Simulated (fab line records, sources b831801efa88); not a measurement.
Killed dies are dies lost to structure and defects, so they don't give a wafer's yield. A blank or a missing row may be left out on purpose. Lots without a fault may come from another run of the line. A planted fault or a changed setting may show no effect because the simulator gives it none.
Problem report in the 8D (eight disciplines) form, filled by code | flow sky130 | the parts of the form that need people (team, actions taken, sign-off) are left out

1. THE PROBLEM
bias_w at SKY_METAL5_METAL_ETCH_15 reads a mean of 44.10 W on 2 wafers of 2 lots; wafers without a fault read 48.51 W with a standard deviation of 0.16. That is -28 standard deviations from the usual mean.
The step: etches the open film in Cl2/BCl3, stops on SiO2, target depth 1260 nm, time 252 s.
First seen on wafer L121.3, day 45 09:32, on rie_metal-04. The record holds 33 wafers of 11 lots with a number at this step. Rule for "out", or "out of limits": more than 4 standard deviations from the usual mean. The other wafers with a number count as sound.

2. WHAT IT IS AND WHAT IT IS NOT
question                    | is                | is not
which readings at this step | bias_w            | drypump_motor_current_A, throttle_valve_pct
which lots                  | L121, L125        | L116, L124, L129, L130, L133, L135, L136, L137, L138
which wafers of those lots  | L121.3, L125.6    | L121.2, L121.6, L125.2, L125.4
read on which tools         | rie_metal-04      | rie_metal-01, rie_metal-02
when                        | from day 45 09:32 | up to then (5 sound wafers); but 26 sound wafers of L124, L125, L129, L130, L133, L135, L136, L137, L138 came after

3. SUSPECTS, AND WHAT RULES EACH OUT
Counting: a tool at a process step up to the reading stays a suspect if it ran every lot that is out. Sound lots after the first of them don't rule it out here, since some wafers of a struck lot are sound.
- rie_metal-04 at SKY_METAL5_METAL_ETCH_15 (etches the open film in Cl2/BCl3, stops on SiO2, target depth 1260 nm, time 252 s): kept. It ran every lot that is out, first L121 (day 45 09:32). Its own readings are out on those wafers: bias_w.
- Within rie_metal-04 at SKY_METAL5_METAL_ETCH_15: the wafers that are out ran in chamber 1; their sound lot-mates ran in chamber 0.
Left after counting: rie_metal-04 at SKY_METAL5_METAL_ETCH_15.

4. THE CAUSE (what the simulator had put in)
Process parameter drift: rie_metal-04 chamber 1, from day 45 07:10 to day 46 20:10, at SKY_METAL5_METAL_ETCH_15. Setting bias_w, moved by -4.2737, from 48.5. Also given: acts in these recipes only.
Counting left only this tool.

5. THE CHAIN OF EFFECTS, in route order
Each row: a reading whose mean over the struck wafers that have a number lies more than 3 standard deviations from the usual. Only readings for which the record gives a usual standard deviation are gone through. hours: the time from each lot's start at the first step in this table that gives one to its start at this step, as a median over the lots. sigmas: the change in usual standard deviations.
hours | step                     | reading | usual   | on struck wafers | change | sigmas
0     | SKY_METAL5_METAL_ETCH_15 | bias_w  | 48.51 W | 44.10            | -4.41  | -28
The process steps in it:
- SKY_METAL5_METAL_ETCH_15: etches the open film in Cl2/BCl3, stops on SiO2, target depth 1260 nm, time 252 s.

6. WHAT WOULD HAVE CAUGHT IT SOONER
In this record the first reading out of limits was taken at day 45 09:32, 2 hours after the fault began at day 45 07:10.
